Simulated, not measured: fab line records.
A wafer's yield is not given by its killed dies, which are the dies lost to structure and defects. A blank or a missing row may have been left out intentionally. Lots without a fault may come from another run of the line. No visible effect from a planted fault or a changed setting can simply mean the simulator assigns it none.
What tool caused it? | flow gf180mcu | 14 lots with 42 wafers sampled at 2 steps, on a route of 602 steps

== WHAT EACH GAUGE READ, for each wafer ==
GF_V3_THK_MEAS_25: measures by xrf.
lot  | measured     | on           | V3_W_THK (nm)
L534 | day 22 12:01 | filmMetro-04 | 355 357 351
L535 | day 22 20:20 | filmMetro-01 | 357 359 358
L536 | day 22 23:58 | filmMetro-02 | 350 361 356
L537 | day 23 20:04 | filmMetro-01 | 356 362 355
L538 | day 24 04:18 | filmMetro-02 | 357 348 351
L540 | day 24 13:16 | filmMetro-04 | 361 359 357
L539 | day 24 13:42 | filmMetro-04 | 364 359 361
L548 | day 26 23:11 | filmMetro-01 | 350 351 350
L549 | day 27 12:41 | filmMetro-02 | 353 354 360
L550 | day 27 21:32 | filmMetro-04 | 354 353 361
L552 | day 28 08:42 | filmMetro-01 | 358 357 358
L555 | day 29 06:43 | filmMetro-02 | 346 356 354
L556 | day 29 08:05 | filmMetro-02 | 349 352 344
L557 | day 29 17:05 | filmMetro-02 | 349 348 343

== TOOL THAT RAN EACH LOT (tool first, then ch and the chambers of the sampled wafers, then the start) ==
lot  | GF_V3_STRIP_18
L534 | plasmaAsher-02 ch 0,1, day 22 11:09
L535 | plasmaAsher-02 ch 0,1, day 22 19:04
L536 | plasmaAsher-04 ch 0,1, day 22 23:05
L537 | plasmaAsher-03 ch 0,1, day 23 19:06
L538 | plasmaAsher-02 ch 0,1, day 24 03:25
L540 | plasmaAsher-02 ch 0, day 24 12:23
L539 | plasmaAsher-03 ch 0,1, day 24 12:49
L548 | plasmaAsher-04 ch 0,1, day 26 22:16
L549 | plasmaAsher-03 ch 0,1, day 27 11:49
L550 | plasmaAsher-02 ch 0,1, day 27 20:38
L552 | plasmaAsher-02 ch 0,1, day 28 07:34
L555 | plasmaAsher-03 ch 0,1, day 29 05:49
L556 | plasmaAsher-02 ch 0,1, day 29 07:13
L557 | plasmaAsher-03 ch 0,1, day 29 16:07
- GF_V3_STRIP_18: strips in O2/N2.

== WHAT THE TOOLS THEMSELVES READ (means of the sampled wafers that have a number; where no wafer has one, the mark that the record gives instead) ==
GF_V3_STRIP_18.
lot  | tool           | drypumpMotorCurrentA (A) | heaterPowerW (W) | o2FlowSccm (sccm) | oesProductAu (a.u.)
L534 | plasmaAsher-02 | 5.7                      | 342              | 2994              | 0.594
L535 | plasmaAsher-02 | 5.7                      | 342              | 2989              | 0.589
L536 | plasmaAsher-04 | 5.5                      | 371              | 2996              | 0.593
L537 | plasmaAsher-03 | 6.1                      | 362              | 3006              | 0.593
L538 | plasmaAsher-02 | 5.8                      | 349              | 3005              | 0.591
L540 | plasmaAsher-02 | 5.9                      | 367              | 3005              | 0.587
L539 | plasmaAsher-03 | 6.0                      | 385              | 2993              | 0.598
L548 | plasmaAsher-04 | 5.2                      | 347              | 2995              | 0.597
L549 | plasmaAsher-03 | 6.1                      | 387              | 2995              | 0.597
L550 | plasmaAsher-02 | 5.7                      | 337              | 2994              | 0.590
L552 | plasmaAsher-02 | 5.9                      | 354              | 3012              | 0.589
L555 | plasmaAsher-03 | 6.0                      | 388              | 2996              | 0.594
L556 | plasmaAsher-02 | 5.9                      | 352              | 2992              | 0.594
L557 | plasmaAsher-03 | 6.1                      | 369              | 2999              | 0.593

== THE ANSWER, worked out from the rows above alone ==
Rule: the usual values come from the lots themselves. Put in order of their means at a reading, lots are off if they are a third of the lots or fewer, leave a main group of 4 or more, and stand apart from it by a gap of 3 or more times the standard deviation of the main group's means; of several such gaps the widest counts. A main group is skipped when, at the precision printed for the reading in the tables above, its means are all equal. A lot without any number at a reading at which 4 lots or more have one is off too. Any other lot the step has rows for is counted as sound. The gauges are gone through in route order, then the tools' own readings, and for those a lot's mean is taken as printed above. The first step at which some lot is off is used, and at that step the reading that is off furthest; a lot without a number counts as furthest.
Across all readings shown, no lot is off: no conclusion can be drawn from this.

== WHAT WAS PUT IN BY THE SIMULATOR ==
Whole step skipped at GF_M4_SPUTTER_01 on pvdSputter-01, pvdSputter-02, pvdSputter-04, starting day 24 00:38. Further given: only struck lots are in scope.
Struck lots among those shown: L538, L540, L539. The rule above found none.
